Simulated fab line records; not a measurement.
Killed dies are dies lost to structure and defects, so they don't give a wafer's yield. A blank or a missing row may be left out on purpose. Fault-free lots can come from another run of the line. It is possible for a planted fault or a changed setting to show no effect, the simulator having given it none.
A struck lot beside a sound one -- flow gf180mcu -- 15 out of 602 route steps
Sound: the wafers L124.1, L124.3, L124.5. Struck: wafer L130.6. (L130.1, L130.2 of the same lot were not struck and are left out.) The cause comes at the end.
Each step with rows lists, per side, the tool, then ch with its chambers, then its first start. Under that, the readings that differ: sound wafers -- struck wafers -- difference of the means -- sigmas: that difference in standard deviations of wafers without a fault.
alike: readings with means less than 2 such deviations apart, plus words and numbers identical on both sides. not compared: withheld readings, readings lacking a value on some wafer, bounds such as >300 that could conceal the same value, and numbers that have no deviation in the record and whose values overlap.
The two part at a step that has a row with sigmas, a row that says differs or no value, or rows on one side only. Non-overlapping numbers with no deviation appear without sigmas and do not part them. A reading that every wafer of one side lacks parts them only if that side has two wafers or more.

GF_CONTACT_OVL_MEAS_15:
  sound: overlay-02 at day 16 04:27; struck: overlay-01 at day 18 05:23
  alike: CONTACT_OVL
then, 1 step without rows for these wafers: GF_CONTACT_ETCH_16 (etches BARC in N2/H2).
GF_CONTACT_ETCH_17: etches SiO2 in C4F8/O2/Ar, stops on CoSi2, target depth 860 nm.
  sound: rieDiel-04 ch 1,2,3; struck: rieDiel-01 ch 3
  alike: oesProductAu
GF_CONTACT_STRIP_18: strips in O2/N2.
  sound on plasmaAsher-04 ch 0,1, day 16 04:38; struck on plasmaAsher-01 ch 0, day 18 05:35
  alike: drypumpMotorCurrentA, heaterPowerW, oesProductAu
  not compared: rfHoursCounterH
then, 3 steps without rows for these wafers: GF_CONTACT_CLEAN_19 (cleans in SPM); GF_CONTACT_CLEAN_20 (cleans in DIW); GF_CONTACT_CLEAN_21 (cleans in dHF, time 20 s).
GF_CONTACT_SPUTTER_22: material Ti, target thk 15 nm, time 80.02 s.
  sound: pvdSputter-04 at day 16 04:56; struck: pvdSputter-03 at day 18 05:54
  alike: chamberPressurePa, substrateTempC, throttleValvePct
GF_CONTACT_SPUTTER_23: material TiN, target thk 10 nm, time 40 s.
  sound: pvdSputter-04 at day 16 05:00; struck: pvdSputter-03 at day 18 05:58
  alike: chamberPressurePa, throttleValvePct
then, 1 step without rows for these wafers: GF_CONTACT_CVD_24 (deposits W, target thk 300 nm, time 90.339 s).
GF_CONTACT_RS_MEAS_25: a four-point-probe measurement.
  sound: filmMetro-03 at day 16 05:08; struck: filmMetro-04 at day 18 06:06
  alike: CONTACT_W_RS
GF_CONTACT_THK_MEAS_26: measures by xrf.
  sound: filmMetro-03 at day 16 05:16; struck: filmMetro-04 at day 18 06:13
  alike: CONTACT_W_THK
GF_CONTACT_CMP_27: polishes, stops on SiO2, t overpolish 15 s, target thk 0 nm.
  sound on cmp-02 ch 0,1,2, day 16 05:25; struck on cmp-02 ch 1, day 18 06:17
reading,sound,struck,difference,sigmas
headPressurePsi (psi),3.508 3.502 3.494,4.408,+0.907,+99 or more
motorCurrentA (A),12.0 11.9 11.5,14.3,+2.5,+3
timeToEndpointS (s),65 72 73,54,-16,-5
  alike: overpolishRunS, slurryFilterDpKPa
GF_M1_SPUTTER_00: material Ti, target thk 37.5 nm, time 150 s.
  sound: pvdSputter-02 at day 16 05:37; struck: pvdSputter-04 at day 18 06:35
  alike: chamberPressurePa, substrateTempC, throttleValvePct
GF_PASSIVATION_PROBE_99:
  rows exist in the record for the sound wafers here (prober-01, day 29 02:50), none for the struck ones

WHERE THEY PART
First at GF_CONTACT_CMP_27; last, within this record, at GF_PASSIVATION_PROBE_99.

WHY: the cause the simulator had injected
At GF_CONTACT_CMP_27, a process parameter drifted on cmp-02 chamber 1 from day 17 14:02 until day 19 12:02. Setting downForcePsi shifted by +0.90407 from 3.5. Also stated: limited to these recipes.
